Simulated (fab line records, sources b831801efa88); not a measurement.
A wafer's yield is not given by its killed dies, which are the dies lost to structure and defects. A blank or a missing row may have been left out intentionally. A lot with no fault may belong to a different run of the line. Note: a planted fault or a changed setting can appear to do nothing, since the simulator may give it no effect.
What tool caused it?	flow sky130	12 lots, 35 wafers sampled, at 5 steps of a route of 708

## WHAT EACH GAUGE READ, for each wafer
SKY_LDD_P_TW_MEAS_11. Usual: LDD_P_TW 641, standard deviation 3.9.
lot	measured	on	LDD_P_TW	flag
L446	day 18 17:33	filmMetro-04	645 646 645	
L447	day 18 22:35	filmMetro-02	642 645 644	
L448	day 19 15:29	filmMetro-01	636 638 636	
L449	day 20 01:35	filmMetro-01	643 644 643	
L451	day 20 16:08	filmMetro-01	644 643 642	
L454	day 22 00:16	filmMetro-02	638 637 639	
L461	day 24 09:28	filmMetro-04	649 648 647	
L462	day 24 17:16	filmMetro-01	644 640	
L465	day 25 23:53	filmMetro-02	641 640 641	
L464	day 26 00:07	filmMetro-01	640 640 641	
L466	day 26 12:37	filmMetro-01	640 641 639	
L467	day 26 13:36	filmMetro-04	640 642 643	

SKY_LDD_HVN_TW_MEAS_10. Usual: LDD_HVN_TW 1445, standard deviation 10.
lot	measured	on	LDD_HVN_TW	flag
L446	day 20 00:15	filmMetro-03	1426 1432 1434	
L447	day 20 05:43	filmMetro-03	1422 1426 1430	
L448	day 20 22:40	filmMetro-02	1444 1437 1447	
L449	day 21 08:38	filmMetro-03	1435 1448 1446	
L451	day 21 22:22	filmMetro-04	1463 1461 1458	
L454	day 23 04:55	filmMetro-04	1456 1460 1459	
L461	day 25 15:27	filmMetro-02	1394 1452 1451 1405 1449 1453	
L462	day 25 22:31	filmMetro-04	1402 1457 1401 1452	
L465	day 27 05:14	filmMetro-02	1441 1445 1449	
L464	day 27 05:59	filmMetro-02	1395 1443 1451 1384 1446 1453	
L466	day 27 17:41	filmMetro-03	1441 1437 1432	
L467	day 27 19:22	filmMetro-03	1446 1439 1441	

## TOOL THAT RAN EACH LOT (tool first, then ch and the chambers of the sampled wafers, then the start)
lot	SKY_POLY_GATE_ETCH_16	SKY_POLY_GATE_STRIP_18	SKY_LDD_HVN_IMPLANT_08
L446	rieDiel-02 ch 1,2,3, day 16 04:38	plasmaAsher-03 ch 0,1, day 16 04:47	implanter-01 ch 0, day 20 00:00
L447	rieDiel-01 ch 0,1, day 16 08:10	plasmaAsher-01 ch 0,1, day 16 08:19	implanter-02 ch 0, day 20 05:28
L448	rieDiel-03 ch 0,1, day 17 00:46	plasmaAsher-01 ch 0,1, day 17 00:55	implanter-04 ch 0, day 20 22:25
L449	rieDiel-03 ch 1,2,3, day 17 08:49	plasmaAsher-02 ch 0, day 17 08:58	implanter-02 ch 0, day 21 08:23
L451	rieDiel-02 ch 0,2,3, day 18 00:16	plasmaAsher-02 ch 1, day 18 00:25	implanter-01 ch 0, day 21 22:07
L454	rieDiel-02 ch 0,3, day 19 06:04	plasmaAsher-02 ch 0,1, day 19 06:15	implanter-01 ch 0, day 23 04:42
L461	rieDiel-02 ch 0,1,3, day 21 17:04	plasmaAsher-01 ch 0,1, day 21 17:13	implanter-01 ch 0, day 25 15:12
L462	rieDiel-03 ch 1,2, day 21 23:43	plasmaAsher-03 ch 0,1, day 21 23:52	implanter-01 ch 0, day 25 22:16
L465	rieDiel-01 ch 1,3, day 23 08:17	plasmaAsher-03 ch 0,1, day 23 08:26	implanter-02 ch 0, day 27 04:59
L464	rieDiel-02 ch 2,3, day 23 08:28	plasmaAsher-01 ch 0,1, day 23 08:37	implanter-01 ch 0, day 27 05:44
L466	rieDiel-01 ch 0,1,3, day 23 21:49	plasmaAsher-01 ch 0, day 23 21:58	implanter-02 ch 0, day 27 17:26
L467	rieDiel-02 ch 0,2,3, day 23 22:28	plasmaAsher-03 ch 0,1, day 23 22:37	implanter-02 ch 0, day 27 19:07
- SKY_POLY_GATE_ETCH_16: etches Si3N4 in CH3F/O2, stops on poly-Si, time 147.5 s, target depth 75 nm.
- SKY_POLY_GATE_STRIP_18: strips in O2/N2.
- SKY_LDD_HVN_IMPLANT_08

## AS READ BY THE TOOLS THEMSELVES (means over the sampled wafers that have a number; for cases with no such wafer, the mark the record gives instead)
SKY_POLY_GATE_ETCH_16. Usual: biasW 80.04 W, standard deviation 0.23; drypumpMotorCurrentA 5.8 A, standard deviation 0.36; oesProductAu 0.639 a.u., standard deviation 0.0052; throttleValvePct 10.535 %, standard deviation 0.009.
lot	tool	biasW (W)	drypumpMotorCurrentA (A)	oesProductAu (a.u.)	throttleValvePct (%)	flag
L446	rieDiel-02	79.86	6.0	0.642	10.542	
L447	rieDiel-01	79.92	6.0	0.642	10.532	
L448	rieDiel-03	80.02	5.5	0.640	10.536	
L449	rieDiel-03	79.96	5.7	0.638	10.530	
L451	rieDiel-02	80.17	5.9	0.638	10.533	
L454	rieDiel-02	80.13	5.7	0.636	10.536	
L461	rieDiel-02	80.06	5.6	0.640	10.537	
L462	rieDiel-03	80.20	5.4	0.639	10.538	
L465	rieDiel-01	80.12	5.7	0.637	10.537	
L464	rieDiel-02	80.13	6.3	0.638	10.536	
L466	rieDiel-01	80.10	5.9	0.640	10.531	
L467	rieDiel-02	79.82	5.9	0.640	10.539	

SKY_POLY_GATE_STRIP_18. Usual: drypumpMotorCurrentA 5.7 A, standard deviation 0.48; oesProductAu 0.361 a.u., standard deviation 0.0046; stripTimeToEndpointS 3.17 s, standard deviation 0.04.
lot	tool	drypumpMotorCurrentA (A)	oesProductAu (a.u.)	stripTimeToEndpointS (s)	flag
L446	plasmaAsher-03	5.7	0.363	3.18	
L447	plasmaAsher-01	5.5	0.359	3.20	
L448	plasmaAsher-01	5.9	0.363	3.17	
L449	plasmaAsher-02	6.1	0.363	3.20	
L451	plasmaAsher-02	5.5	0.359	3.16	
L454	plasmaAsher-02	5.9	0.366	3.21	
L461	plasmaAsher-01	5.9	0.360	3.14	
L462	plasmaAsher-03	5.8	0.367	3.13	
L465	plasmaAsher-03	5.7	0.362	3.13	
L464	plasmaAsher-01	5.5	0.359	3.16	
L466	plasmaAsher-01	6.4	0.359	3.16	
L467	plasmaAsher-03	5.7	0.362	3.16	

## THE ANSWER, worked out from the rows above alone
Rule: a lot is off if the mean of its wafers that have a number lies more than 3 standard deviations from the usual mean. Also off: a lot with no number at a reading for which 4 or more lots have one. All remaining lots with rows at the step are treated as sound. The gauges are gone through in route order, then the tools' own readings, and for those a lot's mean is taken as printed above. The first step at which some lot is off is used, and at that step the reading that is off furthest; a lot without a number counts as furthest.
Nothing can be told from this: no lot is off at any reading shown.

## WHAT THE SIMULATOR HAD INSERTED
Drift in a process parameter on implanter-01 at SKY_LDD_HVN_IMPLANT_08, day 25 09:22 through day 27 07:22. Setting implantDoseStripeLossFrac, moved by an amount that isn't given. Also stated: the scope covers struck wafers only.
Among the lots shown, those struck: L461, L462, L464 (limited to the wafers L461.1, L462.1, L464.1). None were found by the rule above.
